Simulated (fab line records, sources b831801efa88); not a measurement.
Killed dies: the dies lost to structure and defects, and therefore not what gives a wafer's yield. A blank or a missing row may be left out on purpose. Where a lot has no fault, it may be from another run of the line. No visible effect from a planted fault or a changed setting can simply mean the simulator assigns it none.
2 desks looking at one fault :: flow sky130 :: each desk holds nothing but its own numbers, with what lay behind them at the end

== AT THE TOOL OWNER'S DESK: hdpcvd-01 ==
The tool's own readings at SKY_VIA4_HDPCVD_00 (deposits SiO2, target thk 1750 nm, time 291.7 s): means of the sampled wafers that have a number, for each lot that ran on this tool. The brackets show how far a lot's mean lies from the usual mean; more than 4 standard deviations puts the lot out of limits, marked OUT.
Columns: A = runLengthS at SKY_VIA4_HDPCVD_00, usual 319.8 s
lot: L234
first seen here: day 43 06:23
A: 319.5

lot: L237
first seen here: day 43 21:06
A: 327.1 (+9.9) OUT

lot: L250
first seen here: day 47 03:31
A: 318.7

lot: L251
first seen here: day 47 12:00
A: 319.8

lot: L253
first seen here: day 47 18:02
A: 319.0

lot: L254
first seen here: day 48 05:17
A: 319.7

lot: L256
first seen here: day 48 07:55
A: 319.4
This desk's finding: out of limits on L237; first on L237, day 43 21:06 (runLengthS at SKY_VIA4_HDPCVD_00). In limits: L234, L250, L251, L253, L254, L256.

== METROLOGY DESK ==
Means of the sampled wafers that have a number, per lot and without regard to the tool the lot ran on: this is what the gauges read. The brackets show how far a lot's mean lies from the usual mean; more than 4 standard deviations puts the lot out of limits, marked OUT.
Columns: A = VIA4_HDPCVD_THK at SKY_VIA4_THK_MEAS_01, usual 1758 nm; B = VIA4_OVL at SKY_VIA4_OVL_MEAS_11, usual -0.8 nm
lot: L233
first seen here: day 43 03:45
A: 1758
B: -2.0

lot: L234
first seen here: day 43 06:35
A: 1741
B: -0.6

lot: L237
first seen here: day 43 21:19
A: 1812
B: -1.3

lot: L246
first seen here: day 46 12:52
A: 1776
B: -1.4

lot: L250
first seen here: day 47 03:42
A: 1768
B: -3.4

lot: L251
first seen here: day 47 12:11
A: 1753
B: 0.7

lot: L252
first seen here: day 47 17:59
A: 1744
B: -0.3

lot: L253
first seen here: day 47 18:14
A: 1767
B: -1.5

lot: L255
first seen here: day 48 01:53
A: 1768
B: 1.1

lot: L254
first seen here: day 48 05:28
A: 1743
B: 0.8

lot: L256
first seen here: day 48 08:05
A: 1746
B: -1.7
This desk's verdict: no lot among the 11 shows anything out of limits.

== ALL TOGETHER ==
The tool owner's desk could have raised an alarm at day 43 21:06, on L237.
Metrology desk: nothing out of limits seen.
The metrology desk holds a record of L237, inside its limits.
On hdpcvd-01, each named lot ran SKY_VIA4_HDPCVD_00.

== WHAT HAD BEEN PUT IN BY THE SIMULATOR ==
hdpcvd-01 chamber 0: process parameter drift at SKY_VIA4_HDPCVD_00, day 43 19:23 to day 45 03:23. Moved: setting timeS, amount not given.
Shown lots that were struck: L237.
Each desk's first reading out of limits, in hours after the fault started: the tool owner's desk, 2.
